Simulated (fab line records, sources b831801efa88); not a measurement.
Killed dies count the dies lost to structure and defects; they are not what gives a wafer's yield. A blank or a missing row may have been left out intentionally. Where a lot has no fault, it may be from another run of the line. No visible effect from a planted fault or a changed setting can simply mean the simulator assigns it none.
fab line records / flow sky130
record lots=5 wafers=14 last_day=49
route steps=708 shown SONOS_ONO@186 GATE_OXIDE@187 PAD_OPEN@708
lots with no fault: from the same line, run without faults
start_h: hours from the record's first day to the start of the lot's first wafer shown / wait_h: time in hours since the lot's previous step / " repeats the value in the row above / L1.1+2: several wafers, shown together as one row / - value missing, or start not given / * or withheld: withheld / < > ~ a bound
route shown NAME@n: a module of which the file shows steps, and the number in the route of the first / usual: mean and standard deviation over wafers with no fault / same: alike in all rows / chamber/n: place in a boat / sites: readings site by site / _std_site: standard deviation across them / _edge_site: outer sites' mean less inner sites' / radius_mm: for every site, how far away it sits from the centre of the wafer / mask NAME#n: copy n / behind: the most recent tool/chamber to have shaped the wafer / hold: why the lot went on hold/how many hours it stayed there/how the hold came to an end / device: the n, p or np transistor that did not switch / end of line: tests run on the same wafers once the route is complete / for a step that has no rows: nothing shown but its recipe / killed: count of dies lost to structure and defects at first sort (not the wafer's yield) / map: shows each die of a wafer: x if killed, . if not, _ if none is there
set.NAME: the setting that was run; set.NAME@STEP: the one run at that earlier step / model.NAME: the simulator's own value behind a step, which no gauge read
lots at selected steps of the route; one table per step, one row per wafer
services: the hour from which a tool's chamber was out of use, counted from the record's first day as start_h (under 0 if before that day), plus the number of hours and why
## steps
# step SKY_SONOS_ONO_WET_ETCH_18
# recipe chemistry=H3PO4 target_depth_nm=15 target=Si3N4 temp_c=160 time_s=172
# step SKY_GATE_OXIDE_CLEAN_00
# recipe chemistry=SC1/SC2 mix=1:4:20 temp_c=70 time_s=150 dry=n2_spin
# step SKY_GATE_OXIDE_OXIDATION_01
# recipe temp_c=900 ambient=O2 stabilise_s=600 purge_s=300 target_thk_a=102.68 ox_time_s=1473
# step SKY_GATE_OXIDE_THK_MEAS_02
# recipe reads=SiO2_of_GATE_OXIDE_OXIDATION_01
# usual GATE_OXIDE_OXIDATION_00_THK=10.26/0.16
lot.wafer=L954.1 tool=film_metro-04 chamber=- start_h=282.63 wait_h=0.0 GATE_OXIDE_OXIDATION_00_THK[nm]=10.45
lot.wafer=L954.3 tool=film_metro-04 chamber=- start_h=282.63 wait_h=0.0 GATE_OXIDE_OXIDATION_00_THK[nm]=10.40
lot.wafer=L954.4 tool=film_metro-04 chamber=- start_h=282.63 wait_h=0.0 GATE_OXIDE_OXIDATION_00_THK[nm]=10.21
lot.wafer=L955.2 tool=film_metro-02 chamber=- start_h=293.05 wait_h=0.0 GATE_OXIDE_OXIDATION_00_THK[nm]=10.13
lot.wafer=L955.5 tool=film_metro-02 chamber=- start_h=293.05 wait_h=0.0 GATE_OXIDE_OXIDATION_00_THK[nm]=10.18
lot.wafer=L955.6 tool=film_metro-02 chamber=- start_h=293.05 wait_h=0.0 GATE_OXIDE_OXIDATION_00_THK[nm]=10.16
lot.wafer=L959.2 tool=film_metro-02 chamber=- start_h=332.52 wait_h=0.0 GATE_OXIDE_OXIDATION_00_THK[nm]=10.36
lot.wafer=L959.4 tool=film_metro-02 chamber=- start_h=332.52 wait_h=0.0 GATE_OXIDE_OXIDATION_00_THK[nm]=10.31
lot.wafer=L959.6 tool=film_metro-02 chamber=- start_h=332.52 wait_h=0.0 GATE_OXIDE_OXIDATION_00_THK[nm]=10.08
lot.wafer=L968.2 tool=film_metro-04 chamber=- start_h=402.24 wait_h=0.0 GATE_OXIDE_OXIDATION_00_THK[nm]=10.37
lot.wafer=L968.4 tool=film_metro-04 chamber=- start_h=402.24 wait_h=0.0 GATE_OXIDE_OXIDATION_00_THK[nm]=10.36
lot.wafer=L968.6 tool=film_metro-04 chamber=- start_h=402.24 wait_h=0.0 GATE_OXIDE_OXIDATION_00_THK[nm]=10.50
lot.wafer=L973.3 tool=film_metro-03 chamber=- start_h=437.16 wait_h=0.1 GATE_OXIDE_OXIDATION_00_THK[nm]=10.27
lot.wafer=L973.5 tool=film_metro-03 chamber=- start_h=437.16 wait_h=0.1 GATE_OXIDE_OXIDATION_00_THK[nm]=10.53
# step SKY_GATE_OXIDE_DEHYDRATE_03
# recipe temp_c=200 time_s=60
# step SKY_GATE_OXIDE_HMDS_04
# recipe prime_time_s=60 prime_temp_c=120
# step SKY_GATE_OXIDE_COAT_05
# recipe resist=NOVOLAK spin_rpm=3000 resist_thk_nm=1140
# step SKY_GATE_OXIDE_SOFTBAKE_06
# recipe temp_c=90 time_s=60 resist=NOVOLAK
# step SKY_GATE_OXIDE_EXPOSE_07
# recipe mask_id=LVOM na=0.6 source_shape=conventional sigma_outer=0.6 polarization=unpolarized target_cd_nm=600 dose_mj=170
# step SKY_GATE_OXIDE_PEB_08
# recipe temp_c=withheld time_s=* resist=NOVOLAK
# step SKY_GATE_OXIDE_DEVELOP_09
# recipe resist=NOVOLAK developer=TMAH develop_time_s=60 dev_temp_c=23
# step SKY_GATE_OXIDE_OVL_MEAS_10
# usual GATE_OXIDE_OVL=-0.3/1.2
lot.wafer=L954.1 tool=overlay-02 chamber=- start_h=307.32 wait_h=0.1 GATE_OXIDE_OVL[nm]=0.8
lot.wafer=L954.3 tool=overlay-02 chamber=- start_h=307.32 wait_h=0.1 GATE_OXIDE_OVL[nm]=0.9
lot.wafer=L954.4 tool=overlay-02 chamber=- start_h=307.32 wait_h=0.1 GATE_OXIDE_OVL[nm]=-1.9
lot.wafer=L955.2 tool=overlay-01 chamber=- start_h=318.27 wait_h=0.1 GATE_OXIDE_OVL[nm]=0.7
lot.wafer=L955.5 tool=overlay-01 chamber=- start_h=318.27 wait_h=0.1 GATE_OXIDE_OVL[nm]=1.3
lot.wafer=L955.6 tool=overlay-01 chamber=- start_h=318.27 wait_h=0.1 GATE_OXIDE_OVL[nm]=-0.8
lot.wafer=L959.2 tool=overlay-01 chamber=- start_h=359.88 wait_h=0.1 GATE_OXIDE_OVL[nm]=0.2
lot.wafer=L959.4 tool=overlay-01 chamber=- start_h=359.88 wait_h=0.1 GATE_OXIDE_OVL[nm]=-1.0
lot.wafer=L959.6 tool=overlay-01 chamber=- start_h=359.88 wait_h=0.1 GATE_OXIDE_OVL[nm]=2.0
lot.wafer=L968.2 tool=overlay-01 chamber=- start_h=432.56 wait_h=0.1 GATE_OXIDE_OVL[nm]=-0.5
lot.wafer=L968.4 tool=overlay-01 chamber=- start_h=432.56 wait_h=0.1 GATE_OXIDE_OVL[nm]=0.4
lot.wafer=L968.6 tool=overlay-01 chamber=- start_h=432.56 wait_h=0.1 GATE_OXIDE_OVL[nm]=-2.9
lot.wafer=L973.3 tool=overlay-02 chamber=- start_h=468.22 wait_h=0.1 GATE_OXIDE_OVL[nm]=-3.0
lot.wafer=L973.5 tool=overlay-02 chamber=- start_h=468.22 wait_h=0.1 GATE_OXIDE_OVL[nm]=-1.0
# step SKY_GATE_OXIDE_IMPLANT_11
# recipe species=B energy_kev=10 dose_cm2=2.6e+12 tilt_deg=withheld
# usual faraday_current_uA=14.69/0.3
lot.wafer=L954.1 tool=implanter-02 chamber=0 start_h=307.36 wait_h=0.0 faraday_current_uA=14.20
lot.wafer=L954.3 tool=implanter-02 chamber=0 start_h=307.36 wait_h=0.0 faraday_current_uA=14.69
lot.wafer=L954.4 tool=implanter-02 chamber=0 start_h=307.36 wait_h=0.0 faraday_current_uA=14.42
lot.wafer=L955.2 tool=implanter-02 chamber=0 start_h=318.32 wait_h=0.0 faraday_current_uA=14.35
lot.wafer=L955.5 tool=implanter-02 chamber=0 start_h=318.32 wait_h=0.0 faraday_current_uA=14.79
lot.wafer=L955.6 tool=implanter-02 chamber=0 start_h=318.32 wait_h=0.0 faraday_current_uA=14.85
lot.wafer=L959.2 tool=implanter-02 chamber=0 start_h=359.93 wait_h=0.0 faraday_current_uA=14.71
lot.wafer=L959.4 tool=implanter-02 chamber=0 start_h=359.93 wait_h=0.0 faraday_current_uA=14.23
lot.wafer=L959.6 tool=implanter-02 chamber=0 start_h=359.93 wait_h=0.0 faraday_current_uA=14.74
lot.wafer=L968.2 tool=implanter-03 chamber=0 start_h=432.62 wait_h=0.0 faraday_current_uA=14.77
lot.wafer=L968.4 tool=implanter-03 chamber=0 start_h=432.62 wait_h=0.0 faraday_current_uA=14.51
lot.wafer=L968.6 tool=implanter-03 chamber=0 start_h=432.62 wait_h=0.0 faraday_current_uA=14.10
lot.wafer=L973.3 tool=implanter-02 chamber=0 start_h=468.29 wait_h=0.1 faraday_current_uA=15.06
lot.wafer=L973.5 tool=implanter-02 chamber=0 start_h=468.29 wait_h=0.1 faraday_current_uA=14.50
# step SKY_GATE_OXIDE_WET_ETCH_12
# recipe chemistry=dHF target_depth_nm=16.8 dry=n2_spin target=SiO2 dilution=100:1 temp_c=25 time_s=336
# step SKY_GATE_OXIDE_STRIP_13
# recipe chemistry=O2/N2 power_w=1400 pressure_mtorr=1500 platen_temp_c=withheld o2_flow_sccm=3000 n2_flow_sccm=300 overash_fraction=0.5
# usual drypump_motor_current_A=5.7/0.45 oes_product_au=0.717/0.0047 strip_time_to_endpoint_s=14.19/0.036
# same overash_fraction=0.5
lot.wafer=L954.1 tool=plasma_asher-03 chamber=1 start_h=307.62 wait_h=0.0 drypump_motor_current_A=5.4 oes_product_au=0.726 rf_hours_counter_h=61 strip_time_to_endpoint_s=14.17
lot.wafer=L954.3 tool=plasma_asher-03 chamber=0 start_h=307.62 wait_h=0.0 drypump_motor_current_A=6.4 oes_product_au=0.717 rf_hours_counter_h=- strip_time_to_endpoint_s=14.22
lot.wafer=L954.4 tool=plasma_asher-03 chamber=1 start_h=307.62 wait_h=0.0 drypump_motor_current_A=5.4 oes_product_au=0.713 rf_hours_counter_h=- strip_time_to_endpoint_s=14.20
lot.wafer=L955.2 tool=plasma_asher-04 chamber=1 start_h=318.55 wait_h=0.0 drypump_motor_current_A=5.8 oes_product_au=0.713 rf_hours_counter_h=20 strip_time_to_endpoint_s=14.16
lot.wafer=L955.5 tool=plasma_asher-04 chamber=0 start_h=318.55 wait_h=0.0 drypump_motor_current_A=5.6 oes_product_au=0.717 rf_hours_counter_h=- strip_time_to_endpoint_s=14.21
lot.wafer=L955.6 tool=plasma_asher-04 chamber=1 start_h=318.55 wait_h=0.0 drypump_motor_current_A=5.8 oes_product_au=0.721 rf_hours_counter_h=- strip_time_to_endpoint_s=14.21
lot.wafer=L959.2 tool=plasma_asher-03 chamber=1 start_h=360.17 wait_h=0.0 drypump_motor_current_A=5.4 oes_product_au=0.715 rf_hours_counter_h=67 strip_time_to_endpoint_s=14.16
lot.wafer=L959.4 tool=plasma_asher-03 chamber=0 start_h=360.17 wait_h=0.0 drypump_motor_current_A=6.4 oes_product_au=0.716 rf_hours_counter_h=- strip_time_to_endpoint_s=14.15
lot.wafer=L959.6 tool=plasma_asher-03 chamber=1 start_h=360.17 wait_h=0.0 drypump_motor_current_A=5.4 oes_product_au=0.712 rf_hours_counter_h=- strip_time_to_endpoint_s=14.12
lot.wafer=L968.2 tool=plasma_asher-03 chamber=1 start_h=432.85 wait_h=0.0 drypump_motor_current_A=5.4 oes_product_au=0.721 rf_hours_counter_h=75 strip_time_to_endpoint_s=14.19
lot.wafer=L968.4 tool=plasma_asher-03 chamber=1 start_h=432.85 wait_h=0.0 drypump_motor_current_A=5.4 oes_product_au=0.718 rf_hours_counter_h=- strip_time_to_endpoint_s=14.19
lot.wafer=L968.6 tool=plasma_asher-03 chamber=1 start_h=432.85 wait_h=0.0 drypump_motor_current_A=5.4 oes_product_au=0.716 rf_hours_counter_h=- strip_time_to_endpoint_s=14.19
lot.wafer=L973.3 tool=plasma_asher-04 chamber=1 start_h=468.54 wait_h=0.0 drypump_motor_current_A=5.8 oes_product_au=0.722 rf_hours_counter_h=- strip_time_to_endpoint_s=14.23
lot.wafer=L973.5 tool=plasma_asher-04 chamber=0 start_h=468.54 wait_h=0.0 drypump_motor_current_A=5.6 oes_product_au=0.715 rf_hours_counter_h=- strip_time_to_endpoint_s=14.22
# step SKY_GATE_OXIDE_TW_MEAS_14
# usual GATE_OXIDE_TW=225.9/1.8
lot.wafer=L954.1 tool=film_metro-02 chamber=- start_h=307.72 wait_h=0.1 GATE_OXIDE_TW=225.3
lot.wafer=L954.3 tool=film_metro-02 chamber=- start_h=307.72 wait_h=0.1 GATE_OXIDE_TW=225.9
lot.wafer=L954.4 tool=film_metro-02 chamber=- start_h=307.72 wait_h=0.1 GATE_OXIDE_TW=226.5
lot.wafer=L955.2 tool=film_metro-04 chamber=- start_h=318.66 wait_h=0.1 GATE_OXIDE_TW=225.7
lot.wafer=L955.5 tool=film_metro-04 chamber=- start_h=318.66 wait_h=0.1 GATE_OXIDE_TW=225.8
lot.wafer=L955.6 tool=film_metro-04 chamber=- start_h=318.66 wait_h=0.1 GATE_OXIDE_TW=225.1
lot.wafer=L959.2 tool=film_metro-02 chamber=- start_h=360.28 wait_h=0.1 GATE_OXIDE_TW=226.0
lot.wafer=L959.4 tool=film_metro-02 chamber=- start_h=360.28 wait_h=0.1 GATE_OXIDE_TW=225.7
lot.wafer=L959.6 tool=film_metro-02 chamber=- start_h=360.28 wait_h=0.1 GATE_OXIDE_TW=225.7
lot.wafer=L968.2 tool=film_metro-04 chamber=- start_h=432.96 wait_h=0.1 GATE_OXIDE_TW=223.6
lot.wafer=L968.4 tool=film_metro-04 chamber=- start_h=432.96 wait_h=0.1 GATE_OXIDE_TW=224.0
lot.wafer=L968.6 tool=film_metro-04 chamber=- start_h=432.96 wait_h=0.1 GATE_OXIDE_TW=224.9
lot.wafer=L973.3 tool=film_metro-04 chamber=- start_h=468.63 wait_h=0.1 GATE_OXIDE_TW=224.4
lot.wafer=L973.5 tool=film_metro-04 chamber=- start_h=468.63 wait_h=0.1 GATE_OXIDE_TW=220.0
# step SKY_GATE_OXIDE_CLEAN_15
# recipe chemistry=SC1/SC2 mix=1:4:20 temp_c=70 time_s=150 dry=n2_spin
# step SKY_PAD_OPEN_PROBE_99
# usual killed_at_M0_to_M3=42/7.1 killed_at_M4_up=3.3/1.9 killed_at_contacts=24/5 killed_at_front_end=15/4.7 killed_at_other=0.3/0.61 killed_dies=86/9.6 killed_open=47/7.5 killed_short=38/6.6
# same gross_dies=492 killed_at_back_side=0
lot.wafer=L954.1 tool=prober-02 chamber=- start_h=1071.49 wait_h=0.1 killed_at_M0_to_M3=42 killed_at_M4_up=5 killed_at_contacts=26 killed_at_front_end=26 killed_at_other=0 killed_dies=99 killed_open=52 killed_short=45 model.etest.tip_p.rs_ohm_sq_range=174.5 model.etest.nfet_01v8.drive_ua_um_range=9.837 model.etest.pfet_01v8.drive_ua_um_range=8.438 model.etest.nfet_01v8.drive_ua_um_rim_less_centre=6.88 model.etest.pfet_01v8.drive_ua_um_rim_less_centre=2.128 model.etest.pfet_01v8_lvt.vt_v_range=0.01847 model.etest.pfet_01v8.vt_v_range=0.02051 model.etest.pfet_01v8_lvt.vt_v_rim_less_centre=0.002729
lot.wafer=L954.3 tool=prober-02 chamber=- start_h=1071.59 wait_h=0.2 killed_at_M0_to_M3=40 killed_at_M4_up=3 killed_at_contacts=21 killed_at_front_end=15 killed_at_other=0 killed_dies=79 killed_open=42 killed_short=37 model.etest.tip_p.rs_ohm_sq_range=200.3 model.etest.nfet_01v8.drive_ua_um_range=13.46 model.etest.pfet_01v8.drive_ua_um_range=8.428 model.etest.nfet_01v8.drive_ua_um_rim_less_centre=0.2489 model.etest.pfet_01v8.drive_ua_um_rim_less_centre=3.345 model.etest.pfet_01v8_lvt.vt_v_range=0.02558 model.etest.pfet_01v8.vt_v_range=0.02856 model.etest.pfet_01v8_lvt.vt_v_rim_less_centre=0.005758
lot.wafer=L954.4 tool=prober-02 chamber=- start_h=1071.64 wait_h=0.2 killed_at_M0_to_M3=37 killed_at_M4_up=3 killed_at_contacts=20 killed_at_front_end=18 killed_at_other=1 killed_dies=79 killed_open=41 killed_short=38 model.etest.tip_p.rs_ohm_sq_range=152.4 model.etest.nfet_01v8.drive_ua_um_range=6.259 model.etest.pfet_01v8.drive_ua_um_range=7.483 model.etest.nfet_01v8.drive_ua_um_rim_less_centre=3.961 model.etest.pfet_01v8.drive_ua_um_rim_less_centre=1.845 model.etest.pfet_01v8_lvt.vt_v_range=0.01507 model.etest.pfet_01v8.vt_v_range=0.02597 model.etest.pfet_01v8_lvt.vt_v_rim_less_centre=0.00303
lot.wafer=L955.2 tool=prober-01 chamber=- start_h=1084.18 wait_h=0.1 killed_at_M0_to_M3=46 killed_at_M4_up=3 killed_at_contacts=20 killed_at_front_end=22 killed_at_other=0 killed_dies=91 killed_open=43 killed_short=48 model.etest.tip_p.rs_ohm_sq_range=218 model.etest.nfet_01v8.drive_ua_um_range=16.34 model.etest.pfet_01v8.drive_ua_um_range=4.03 model.etest.nfet_01v8.drive_ua_um_rim_less_centre=-5.944 model.etest.pfet_01v8.drive_ua_um_rim_less_centre=1.559 model.etest.pfet_01v8_lvt.vt_v_range=0.0137 model.etest.pfet_01v8.vt_v_range=0.01296 model.etest.pfet_01v8_lvt.vt_v_rim_less_centre=0.002216
lot.wafer=L955.5 tool=prober-01 chamber=- start_h=1084.33 wait_h=0.2 killed_at_M0_to_M3=42 killed_at_M4_up=4 killed_at_contacts=23 killed_at_front_end=20 killed_at_other=0 killed_dies=89 killed_open=54 killed_short=35 model.etest.tip_p.rs_ohm_sq_range=160.4 model.etest.nfet_01v8.drive_ua_um_range=9.284 model.etest.pfet_01v8.drive_ua_um_range=8.122 model.etest.nfet_01v8.drive_ua_um_rim_less_centre=-4.786 model.etest.pfet_01v8.drive_ua_um_rim_less_centre=-4.797 model.etest.pfet_01v8_lvt.vt_v_range=0.005701 model.etest.pfet_01v8.vt_v_range=0.009397 model.etest.pfet_01v8_lvt.vt_v_rim_less_centre=-0.001
lot.wafer=L955.6 tool=prober-01 chamber=- start_h=1084.38 wait_h=0.2 killed_at_M0_to_M3=44 killed_at_M4_up=2 killed_at_contacts=31 killed_at_front_end=20 killed_at_other=0 killed_dies=97 killed_open=58 killed_short=38 model.etest.tip_p.rs_ohm_sq_range=295.9 model.etest.nfet_01v8.drive_ua_um_range=11.81 model.etest.pfet_01v8.drive_ua_um_range=8.19 model.etest.nfet_01v8.drive_ua_um_rim_less_centre=-0.3451 model.etest.pfet_01v8.drive_ua_um_rim_less_centre=-3.185 model.etest.pfet_01v8_lvt.vt_v_range=0.0116 model.etest.pfet_01v8.vt_v_range=0.01067 model.etest.pfet_01v8_lvt.vt_v_rim_less_centre=0.001527
lot.wafer=L959.2 tool=prober-01 chamber=- start_h=1115.09 wait_h=0.1 killed_at_M0_to_M3=50 killed_at_M4_up=4 killed_at_contacts=16 killed_at_front_end=8 killed_at_other=0 killed_dies=78 killed_open=50 killed_short=28 model.etest.tip_p.rs_ohm_sq_range=306.9 model.etest.nfet_01v8.drive_ua_um_range=7.523 model.etest.pfet_01v8.drive_ua_um_range=7.5 model.etest.nfet_01v8.drive_ua_um_rim_less_centre=-6.083 model.etest.pfet_01v8.drive_ua_um_rim_less_centre=-0.01669 model.etest.pfet_01v8_lvt.vt_v_range=0.0114 model.etest.pfet_01v8.vt_v_range=0.01653 model.etest.pfet_01v8_lvt.vt_v_rim_less_centre=0.004402
lot.wafer=L959.4 tool=prober-01 chamber=- start_h=1115.19 wait_h=0.2 killed_at_M0_to_M3=61 killed_at_M4_up=2 killed_at_contacts=19 killed_at_front_end=13 killed_at_other=1 killed_dies=96 killed_open=56 killed_short=40 model.etest.tip_p.rs_ohm_sq_range=276.1 model.etest.nfet_01v8.drive_ua_um_range=9.854 model.etest.pfet_01v8.drive_ua_um_range=6.801 model.etest.nfet_01v8.drive_ua_um_rim_less_centre=6.639 model.etest.pfet_01v8.drive_ua_um_rim_less_centre=0.07921 model.etest.pfet_01v8_lvt.vt_v_range=0.0244 model.etest.pfet_01v8.vt_v_range=0.01519 model.etest.pfet_01v8_lvt.vt_v_rim_less_centre=0.007434
lot.wafer=L959.6 tool=prober-01 chamber=- start_h=1115.29 wait_h=0.2 killed_at_M0_to_M3=41 killed_at_M4_up=3 killed_at_contacts=33 killed_at_front_end=10 killed_at_other=0 killed_dies=87 killed_open=46 killed_short=41 model.etest.tip_p.rs_ohm_sq_range=167.4 model.etest.nfet_01v8.drive_ua_um_range=10.59 model.etest.pfet_01v8.drive_ua_um_range=8.437 model.etest.nfet_01v8.drive_ua_um_rim_less_centre=-8.448 model.etest.pfet_01v8.drive_ua_um_rim_less_centre=0.1847 model.etest.pfet_01v8_lvt.vt_v_range=0.01702 model.etest.pfet_01v8.vt_v_range=0.01967 model.etest.pfet_01v8_lvt.vt_v_rim_less_centre=0.002958
lot.wafer=L968.2 tool=prober-02 chamber=- start_h=1162.62 wait_h=0.1 killed_at_M0_to_M3=49 killed_at_M4_up=3 killed_at_contacts=30 killed_at_front_end=16 killed_at_other=0 killed_dies=98 killed_open=54 killed_short=44 model.etest.tip_p.rs_ohm_sq_range=99.43 model.etest.nfet_01v8.drive_ua_um_range=14.76 model.etest.pfet_01v8.drive_ua_um_range=7.352 model.etest.nfet_01v8.drive_ua_um_rim_less_centre=-1.942 model.etest.pfet_01v8.drive_ua_um_rim_less_centre=-0.7109 model.etest.pfet_01v8_lvt.vt_v_range=0.03275 model.etest.pfet_01v8.vt_v_range=0.01654 model.etest.pfet_01v8_lvt.vt_v_rim_less_centre=-0.0148
lot.wafer=L968.4 tool=prober-02 chamber=- start_h=1162.72 wait_h=0.2 killed_at_M0_to_M3=63 killed_at_M4_up=4 killed_at_contacts=27 killed_at_front_end=11 killed_at_other=0 killed_dies=105 killed_open=60 killed_short=43 model.etest.tip_p.rs_ohm_sq_range=121.2 model.etest.nfet_01v8.drive_ua_um_range=7.396 model.etest.pfet_01v8.drive_ua_um_range=5.765 model.etest.nfet_01v8.drive_ua_um_rim_less_centre=-0.4876 model.etest.pfet_01v8.drive_ua_um_rim_less_centre=-0.9165 model.etest.pfet_01v8_lvt.vt_v_range=0.02733 model.etest.pfet_01v8.vt_v_range=0.01593 model.etest.pfet_01v8_lvt.vt_v_rim_less_centre=-0.009403
lot.wafer=L968.6 tool=prober-02 chamber=- start_h=1162.82 wait_h=0.2 killed_at_M0_to_M3=43 killed_at_M4_up=3 killed_at_contacts=26 killed_at_front_end=12 killed_at_other=0 killed_dies=84 killed_open=53 killed_short=31 model.etest.tip_p.rs_ohm_sq_range=191.2 model.etest.nfet_01v8.drive_ua_um_range=4.424 model.etest.pfet_01v8.drive_ua_um_range=6.84 model.etest.nfet_01v8.drive_ua_um_rim_less_centre=0.3341 model.etest.pfet_01v8.drive_ua_um_rim_less_centre=-0.000721 model.etest.pfet_01v8_lvt.vt_v_range=0.03421 model.etest.pfet_01v8.vt_v_range=0.016 model.etest.pfet_01v8_lvt.vt_v_rim_less_centre=-0.00651
lot.wafer=L973.3 tool=prober-01 chamber=- start_h=1181.34 wait_h=0.2 killed_at_M0_to_M3=46 killed_at_M4_up=3 killed_at_contacts=16 killed_at_front_end=17 killed_at_other=1 killed_dies=83 killed_open=39 killed_short=40 model.etest.tip_p.rs_ohm_sq_range=162.4 model.etest.nfet_01v8.drive_ua_um_range=7.301 model.etest.pfet_01v8.drive_ua_um_range=5.413 model.etest.nfet_01v8.drive_ua_um_rim_less_centre=-2.388 model.etest.pfet_01v8.drive_ua_um_rim_less_centre=-0.2811 model.etest.pfet_01v8_lvt.vt_v_range=0.02695 model.etest.pfet_01v8.vt_v_range=0.01472 model.etest.pfet_01v8_lvt.vt_v_rim_less_centre=0.02085
lot.wafer=L973.5 tool=prober-01 chamber=- start_h=1181.44 wait_h=0.2 killed_at_M0_to_M3=31 killed_at_M4_up=2 killed_at_contacts=25 killed_at_front_end=14 killed_at_other=1 killed_dies=73 killed_open=38 killed_short=33 model.etest.tip_p.rs_ohm_sq_range=470.7 model.etest.nfet_01v8.drive_ua_um_range=36.75 model.etest.pfet_01v8.drive_ua_um_range=28.49 model.etest.nfet_01v8.drive_ua_um_rim_less_centre=9.914 model.etest.pfet_01v8.drive_ua_um_rim_less_centre=-9.057 model.etest.pfet_01v8_lvt.vt_v_range=0.3309 model.etest.pfet_01v8.vt_v_range=0.1248 model.etest.pfet_01v8_lvt.vt_v_rim_less_centre=-0.05889
# killed by level:class
L954.1 VIA1:geometric_particle:open=13 CONTACT:geometric_particle:open=11 FIELD_ISO:geometric_particle:short=8 METAL1:geometric_particle:short=8 LI_CONTACT:geometric_particle:open=7 FIELD_ISO:geometric_particle:open=6 METAL4:geometric_particle:short=5 METAL2:geometric_particle:short=5
L954.3 VIA1:geometric_particle:short=10 CONTACT:geometric_particle:open=9 LI_CONTACT:geometric_particle:open=7 VIA1:geometric_particle:open=7 METAL1:geometric_particle:short=5 FIELD_ISO:geometric_particle:open=4 FIELD_ISO:geometric_particle:short=4 VIA3:geometric_particle:open=4
L954.4 VIA1:geometric_particle:open=8 FIELD_ISO:geometric_particle:short=7 CONTACT:geometric_particle:open=7 VIA3:geometric_particle:open=7 VIA1:geometric_particle:short=6 METAL2:geometric_particle:short=6 FIELD_ISO:geometric_particle:open=5 LI_CONTACT:geometric_particle:open=4
L955.2 CONTACT:geometric_particle:open=9 VIA1:geometric_particle:short=9 VIA1:geometric_particle:open=9 FIELD_ISO:geometric_particle:short=8 POLY_GATE:geometric_particle:short=6 CONTACT:geometric_particle:short=6 METAL2:geometric_particle:short=6 VIA2:geometric_particle:open=6
L955.5 VIA2:geometric_particle:open=13 CONTACT:geometric_particle:open=11 VIA1:geometric_particle:open=8 POLY_GATE:geometric_particle:short=6 LI_CONTACT:geometric_particle:open=6 VIA2:geometric_particle:short=5 FIELD_ISO:geometric_particle:short=4 FIELD_ISO:geometric_particle:open=4
L955.6 CONTACT:geometric_particle:open=12 VIA2:geometric_particle:open=11 LI_CONTACT:geometric_particle:open=9 VIA3:geometric_particle:open=8 METAL1:geometric_particle:short=7 CONTACT:geometric_particle:short=6 VIA1:geometric_particle:open=6 FIELD_ISO:geometric_particle:short=5
L959.2 VIA2:geometric_particle:open=10 VIA1:geometric_particle:open=10 CONTACT:geometric_particle:open=8 VIA3:geometric_particle:open=8 VIA2:geometric_particle:short=5 METAL1:geometric_particle:short=4 METAL3:geometric_particle:short=4 LI_CONTACT:geometric_particle:open=3
L959.4 VIA1:geometric_particle:open=15 VIA2:geometric_particle:open=10 CONTACT:geometric_particle:open=9 VIA3:geometric_particle:open=9 METAL2:geometric_particle:short=6 METAL1:geometric_particle:short=5 VIA1:geometric_particle:short=5 LOCAL_INTERCONNECT:geometric_particle:short=4
L959.6 CONTACT:geometric_particle:open=14 VIA1:geometric_particle:open=9 VIA2:geometric_particle:open=7 METAL3:geometric_particle:short=7 LI_CONTACT:geometric_particle:open=6 CONTACT:geometric_particle:short=6 LOCAL_INTERCONNECT:geometric_particle:short=4 METAL1:geometric_particle:open=4
L968.2 VIA1:geometric_particle:open=11 VIA3:geometric_particle:open=10 CONTACT:geometric_particle:open=8 LI_CONTACT:geometric_particle:open=7 LI_CONTACT:geometric_particle:short=6 METAL2:geometric_particle:short=6 VIA2:geometric_particle:open=6 VIA2:geometric_particle:short=6
L968.4 VIA1:geometric_particle:open=20 LI_CONTACT:geometric_particle:open=8 VIA2:geometric_particle:open=8 CONTACT:geometric_particle:open=8 VIA2:geometric_particle:short=6 FIELD_ISO:geometric_particle:open=5 LOCAL_INTERCONNECT:geometric_particle:short=5 METAL2:geometric_particle:short=5
L968.6 VIA1:geometric_particle:open=13 LI_CONTACT:geometric_particle:open=10 VIA3:geometric_particle:open=9 CONTACT:geometric_particle:open=7 METAL2:geometric_particle:short=6 FIELD_ISO:geometric_particle:open=5 LOCAL_INTERCONNECT:geometric_particle:short=5 METAL1:geometric_particle:short=4
L973.3 METAL1:geometric_particle:short=11 VIA1:geometric_particle:open=11 LI_CONTACT:geometric_particle:open=7 VIA2:geometric_particle:open=6 VIA1:geometric_particle:short=5 FIELD_ISO:geometric_particle:short=4 METAL3:geometric_particle:short=4 FIELD_ISO:geometric_particle:open=3
L973.5 CONTACT:geometric_particle:open=10 LI_CONTACT:geometric_particle:open=8 VIA1:geometric_particle:short=6 VIA2:geometric_particle:open=6 FIELD_ISO:geometric_particle:short=5 VIA1:geometric_particle:open=5 CONTACT:geometric_particle:short=4 METAL1:geometric_particle:short=4
## services
tool=implanter-02 chamber=- start_h=296.90 hours=1.8 kind=repair
tool=plasma_asher-04 chamber=- start_h=337.48 hours=2.8 kind=pm
tool=implanter-03 chamber=- start_h=359.60 hours=2.6 kind=repair
tool=implanter-02 chamber=- start_h=408.44 hours=1.4 kind=repair
tool=implanter-03 chamber=- start_h=430.63 hours=1.1 kind=repair
tool=implanter-03 chamber=- start_h=463.14 hours=6.4 kind=pm
## key
first_sign step=SKY_GATE_OXIDE_TW_MEAS_14 reading=GATE_OXIDE_TW direction=down sigmas=3.3 usual=225.9 struck=220.0
effect none on later readings
model_effect step=SKY_PAD_OPEN_PROBE_99 value=etest.tip_p.rs_ohm_sq_range without=226.4 struck=470.7
met_at SKY_GATE_OXIDE_IMPLANT_11
struck_wafers L973.5
tester_left_out L973
onset_between 359.93 468.29
fault kind=process_parameter_drift tool=implanter-02 chamber=- onset_h=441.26 steps=SKY_GATE_OXIDE_IMPLANT_11 channel=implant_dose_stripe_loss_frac offset=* shape=step end_h=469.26 scope=struck_wafers_only
# tester_left_out: of these lots the tester's yield and bins aren't shown, on N5 and GAA mostly nor the transistor test; their killed dies are dies lost to structure and defects alone, not to doping, threshold or leakage, so they don't give the yield
